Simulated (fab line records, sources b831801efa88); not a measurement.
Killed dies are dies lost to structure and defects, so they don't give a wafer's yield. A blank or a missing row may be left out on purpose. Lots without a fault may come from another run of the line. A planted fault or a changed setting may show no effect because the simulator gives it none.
Which tool did it? | flow gf180mcu | 10 lots, 30 wafers sampled, at 5 steps of a route of 602

WHAT THE GAUGES READ, wafer by wafer
GF_MIM_THK_MEAS_11: measures by xrf.
lot  | measured     | on            | MIM_ALCU_THK (nm)
L376 | day 25 06:49 | film_metro-03 | 192.6 195.6 192.6
L377 | day 25 18:23 | film_metro-03 | 196.5 192.8 195.9
L378 | day 26 01:40 | film_metro-03 | 195.9 195.9 196.6
L379 | day 26 09:26 | film_metro-04 | 202.8 199.6 201.7
L381 | day 27 05:29 | film_metro-03 | 194.2 201.4 199.8
L387 | day 28 19:54 | film_metro-03 | 197.1 194.8 200.7
L388 | day 28 21:58 | film_metro-01 | 211.5 211.7 210.2
L389 | day 29 07:04 | film_metro-01 | 208.6 209.3 210.2
L390 | day 29 17:55 | film_metro-04 | 193.8 194.8 200.7
L392 | day 30 06:23 | film_metro-01 | 198.4 200.4 201.9

WHICH TOOL RAN EACH LOT (tool, then ch and the chambers of the sampled wafers, then the start)
lot  | GF_M4_SPUTTER_01             | GF_V4_STRIP_18                       | GF_MIM_SPUTTER_04            | GF_MIM_SPUTTER_08
L376 | pvd_sputter-01, day 23 07:04 | plasma_asher-03 ch 0,1, day 25 04:59 | pvd_sputter-01, day 25 06:26 | pvd_sputter-04, day 25 06:37
L377 | pvd_sputter-02, day 23 19:49 | plasma_asher-03 ch 0,1, day 25 16:09 | pvd_sputter-01, day 25 18:02 | pvd_sputter-01, day 25 18:13
L378 | pvd_sputter-02, day 24 01:14 | plasma_asher-01 ch 0,1, day 25 23:46 | pvd_sputter-01, day 26 01:17 | pvd_sputter-04, day 26 01:28
L379 | pvd_sputter-02, day 24 11:16 | plasma_asher-04 ch 0,1, day 26 07:33 | pvd_sputter-01, day 26 09:02 | pvd_sputter-04, day 26 09:14
L381 | pvd_sputter-01, day 25 08:20 | plasma_asher-01 ch 0,1, day 27 03:39 | pvd_sputter-04, day 27 05:08 | pvd_sputter-03, day 27 05:19
L387 | pvd_sputter-02, day 27 00:34 | plasma_asher-01 ch 0,1, day 28 18:07 | pvd_sputter-01, day 28 19:32 | pvd_sputter-03, day 28 19:42
L388 | pvd_sputter-03, day 27 02:10 | plasma_asher-04 ch 0,1, day 28 20:11 | pvd_sputter-03, day 28 21:37 | pvd_sputter-04, day 28 21:48
L389 | pvd_sputter-03, day 27 13:54 | plasma_asher-01 ch 0,1, day 29 05:14 | pvd_sputter-01, day 29 06:43 | pvd_sputter-04, day 29 06:53
L390 | pvd_sputter-02, day 27 23:22 | plasma_asher-01 ch 0,1, day 29 16:09 | pvd_sputter-01, day 29 17:32 | pvd_sputter-03, day 29 17:43
L392 | pvd_sputter-01, day 28 12:36 | plasma_asher-03 ch 0,1, day 30 04:36 | pvd_sputter-04, day 30 06:02 | pvd_sputter-01, day 30 06:13
- GF_M4_SPUTTER_01: material TiN, target thk 30 nm, time 25 s.
- GF_V4_STRIP_18: strips in O2/N2.
- GF_MIM_SPUTTER_04: material TiN, target thk 50 nm, time 41.7 s.
- GF_MIM_SPUTTER_08: material AlCu, target thk 200 nm, time 10.6 s.

THE ANSWER, worked out from the rows above alone
Rule: what is usual is taken from the lots themselves. Put in order of their means at a reading, lots are off if they are a third of the lots or fewer, leave a main group of 4 or more, and stand apart from it by a gap of 3 or more times the standard deviation of the main group's means; of several such gaps the widest counts. A main group whose means are all the same, to the digits that the tables above print for the reading, isn't used. A lot without any number at a reading at which 4 lots or more have one is off too. The other lots that the step has rows for count as sound.
Off: L388, L389, at GF_MIM_THK_MEAS_11 (MIM_ALCU_THK). The main group: mean 197.4 nm, standard deviation 2.4.
A tool fits if, at a process step before that reading, it ran every lot that is off, and no sound lot after the first of them. The gauges at GF_MIM_THK_MEAS_11 are tried like those tools. Can't be told from this: 2 tools fit, pvd_sputter-03 at GF_M4_SPUTTER_01, pvd_sputter-04 at GF_MIM_SPUTTER_08.

WHAT THE SIMULATOR HAD PUT IN
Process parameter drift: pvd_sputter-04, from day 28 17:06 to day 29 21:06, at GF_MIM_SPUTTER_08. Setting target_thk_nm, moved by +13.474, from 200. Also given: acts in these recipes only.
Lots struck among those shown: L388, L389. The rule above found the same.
